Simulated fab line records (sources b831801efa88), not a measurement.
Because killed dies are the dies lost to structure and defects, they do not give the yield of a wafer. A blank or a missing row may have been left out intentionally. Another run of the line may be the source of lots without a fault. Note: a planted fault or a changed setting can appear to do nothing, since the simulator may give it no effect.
Which tool did it? :: flow gf180mcu :: 42 wafers from 14 lots sampled at 4 of the route's 602 steps

## WHAT THE GAUGES SHOWED, per wafer
GF_POLY_GATE_CD_MEAS_10: target cd 280 nm.
lot: L939
measured: day 9 08:22
on: cd-sem-02
cd-nm (nm): 278.5 277.9 279.1

lot: L940
measured: day 9 15:57
on: cd-sem-01
cd-nm (nm): 279.4 279.0 278.4

lot: L941
measured: day 10 01:51
on: cd-sem-01
cd-nm (nm): 281.5 280.3 280.4

lot: L942
measured: day 10 08:20
on: cd-sem-02
cd-nm (nm): 280.4 281.3 281.8

lot: L943
measured: day 10 14:12
on: cd-sem-01
cd-nm (nm): 279.7 279.7 280.0

lot: L944
measured: day 10 21:22
on: cd-sem-01
cd-nm (nm): 280.3 280.6 280.9

lot: L947
measured: day 11 19:09
on: cd-sem-01
cd-nm (nm): 278.2 277.8 279.3

lot: L949
measured: day 12 12:40
on: cd-sem-02
cd-nm (nm): 280.3 279.7 279.0

lot: L950
measured: day 12 22:24
on: cd-sem-02
cd-nm (nm): 280.1 281.5 280.0

lot: L951
measured: day 13 07:28
on: cd-sem-02
cd-nm (nm): 280.9 280.9 280.0

lot: L952
measured: day 13 12:02
on: cd-sem-01
cd-nm (nm): 279.1 280.0 279.1

lot: L953
measured: day 13 15:36
on: cd-sem-02
cd-nm (nm): 281.2 280.5 281.3

lot: L954
measured: day 13 23:31
on: cd-sem-02
cd-nm (nm): 280.2 281.2 281.2

lot: L961
measured: day 16 01:30
on: cd-sem-02
cd-nm (nm): 279.6 278.8 279.7

GF_HV_LDD_THK_MEAS_55.
lot: L939
measured: day 12 14:35
on: film-metro-03
HV_LDD_CVD_54_THK (nm): 9.98 10.11 10.09

lot: L940
measured: day 12 21:14
on: film-metro-04
HV_LDD_CVD_54_THK (nm): 9.84 9.87 9.73

lot: L941
measured: day 13 09:38
on: film-metro-03
HV_LDD_CVD_54_THK (nm): 10.04 9.87 10.04

lot: L942
measured: day 13 16:33
on: film-metro-03
HV_LDD_CVD_54_THK (nm): 9.89 9.95 9.90

lot: L943
measured: day 13 23:31
on: film-metro-03
HV_LDD_CVD_54_THK (nm): 9.93 10.06 9.98

lot: L944
measured: day 14 10:31
on: film-metro-04
HV_LDD_CVD_54_THK (nm): 10.38 10.31 10.39

lot: L947
measured: day 15 09:27
on: film-metro-01
HV_LDD_CVD_54_THK (nm): 10.42 10.31 10.41

lot: L949
measured: day 16 05:29
on: film-metro-04
HV_LDD_CVD_54_THK (nm): 10.28 10.29 10.10

lot: L950
measured: day 16 15:27
on: film-metro-03
HV_LDD_CVD_54_THK (nm): 10.19 10.08 10.19

lot: L951
measured: day 17 00:58
on: film-metro-03
HV_LDD_CVD_54_THK (nm): 9.79 9.91 9.92

lot: L952
measured: day 17 07:54
on: film-metro-01
HV_LDD_CVD_54_THK (nm): 10.11 10.15 10.03

lot: L953
measured: day 17 10:50
on: film-metro-01
HV_LDD_CVD_54_THK (nm): 16.98 17.09 16.85

lot: L954
measured: day 17 20:02
on: film-metro-01
HV_LDD_CVD_54_THK (nm): 17.08 17.08 16.82

lot: L961
measured: day 20 03:35
on: film-metro-04
HV_LDD_CVD_54_THK (nm): 9.98 9.99 9.97

GF_CONTACT_BOW_MEAS_05.
lot: L939
measured: day 15 08:08
on: film-metro-04
CONTACT_BOW (um): 59 62 63

lot: L940
measured: day 15 15:28
on: film-metro-03
CONTACT_BOW (um): 62 59 79

lot: L941
measured: day 16 05:39
on: film-metro-01
CONTACT_BOW (um): 66 62 60

lot: L942
measured: day 16 13:29
on: film-metro-04
CONTACT_BOW (um): 69 72 67

lot: L943
measured: day 16 20:08
on: film-metro-04
CONTACT_BOW (um): 58 55 54

lot: L944
measured: day 17 07:28
on: film-metro-03
CONTACT_BOW (um): 56 58 67

lot: L947
measured: day 18 11:04
on: film-metro-04
CONTACT_BOW (um): 57 60 65

lot: L949
measured: day 19 06:05
on: film-metro-03
CONTACT_BOW (um): 63 63 55

lot: L950
measured: day 19 17:02
on: film-metro-03
CONTACT_BOW (um): 71 65 68

lot: L951
measured: day 20 03:06
on: film-metro-04
CONTACT_BOW (um): 55 65 63

lot: L952
measured: day 20 09:52
on: film-metro-03
CONTACT_BOW (um): 60 62 54

lot: L953
measured: day 20 13:05
on: film-metro-04
CONTACT_BOW (um): 64 57 73

lot: L954
measured: day 20 23:23
on: film-metro-03
CONTACT_BOW (um): 74 63 69

lot: L961
measured: day 23 06:37
on: film-metro-03
CONTACT_BOW (um): 69 72 57

## WHICH TOOL RAN EACH LOT (tool, then ch and the chambers of the sampled wafers, then the start)
lot: L939
GF_HV_LDD_CVD_54: lpcvd-02 ch 1, day 12 13:34

lot: L940
GF_HV_LDD_CVD_54: lpcvd-01 ch 0, day 12 20:13

lot: L941
GF_HV_LDD_CVD_54: lpcvd-02 ch 1, day 13 08:37

lot: L942
GF_HV_LDD_CVD_54: lpcvd-01 ch 1, day 13 15:30

lot: L943
GF_HV_LDD_CVD_54: lpcvd-01 ch 0, day 13 22:30

lot: L944
GF_HV_LDD_CVD_54: lpcvd-02 ch 1, day 14 09:30

lot: L947
GF_HV_LDD_CVD_54: lpcvd-02 ch 0, day 15 08:25

lot: L949
GF_HV_LDD_CVD_54: lpcvd-02 ch 1, day 16 04:28

lot: L950
GF_HV_LDD_CVD_54: lpcvd-02 ch 0, day 16 14:25

lot: L951
GF_HV_LDD_CVD_54: lpcvd-01 ch 1, day 16 23:57

lot: L952
GF_HV_LDD_CVD_54: lpcvd-01 ch 0, day 17 06:52

lot: L953
GF_HV_LDD_CVD_54: lpcvd-02 ch 1, day 17 09:48

lot: L954
GF_HV_LDD_CVD_54: lpcvd-02 ch 0, day 17 18:30

lot: L961
GF_HV_LDD_CVD_54: lpcvd-01 ch 0, day 20 02:34
- GF_HV_LDD_CVD_54: deposits SiO2 from TEOS, target thk 10 nm, time 75 s.

## AS READ BY THE TOOLS THEMSELVES (means over the sampled wafers that have a number; for cases with no such wafer, the mark the record gives instead)
The record holds no such reading with a usual standard deviation.

## THE ANSWER, worked out from the rows above alone
Rule: what is usual is taken from the lots themselves. The widest of any qualifying gaps counts: lots, ordered by their means at a reading, are off when they make up no more than a third of the lots, leave a main group of 4 or more, and stand apart from it by 3 or more times the standard deviation of that group's means. The tables above print the reading to a certain number of digits; a main group whose means all agree to those digits is not used. Also off: a lot with no number at a reading for which 4 or more lots have one. The other lots that the step has rows for count as sound. The gauges are gone through in route order, then the tools' own readings, and for those a lot's mean is taken as printed above. At the first step where some lot is off, the reading lying furthest off is the one used; lots without a number count as furthest.
Off: at GF_HV_LDD_THK_MEAS_55 (HV_LDD_CVD_54_THK), L953, L954. The main group: mean 10.07 nm, standard deviation 0.17.
If a tool, at a process step before that reading, ran all the lots that are off and no sound lot after the first of them, it fits. Those tools and the gauges at GF_HV_LDD_THK_MEAS_55 are tried in the same way. Undecided on this evidence; 2 tools fit (lpcvd-02 at GF_HV_LDD_CVD_54, film-metro-01 at GF_HV_LDD_THK_MEAS_55).

## WHAT THE SIMULATOR HAD PUT IN
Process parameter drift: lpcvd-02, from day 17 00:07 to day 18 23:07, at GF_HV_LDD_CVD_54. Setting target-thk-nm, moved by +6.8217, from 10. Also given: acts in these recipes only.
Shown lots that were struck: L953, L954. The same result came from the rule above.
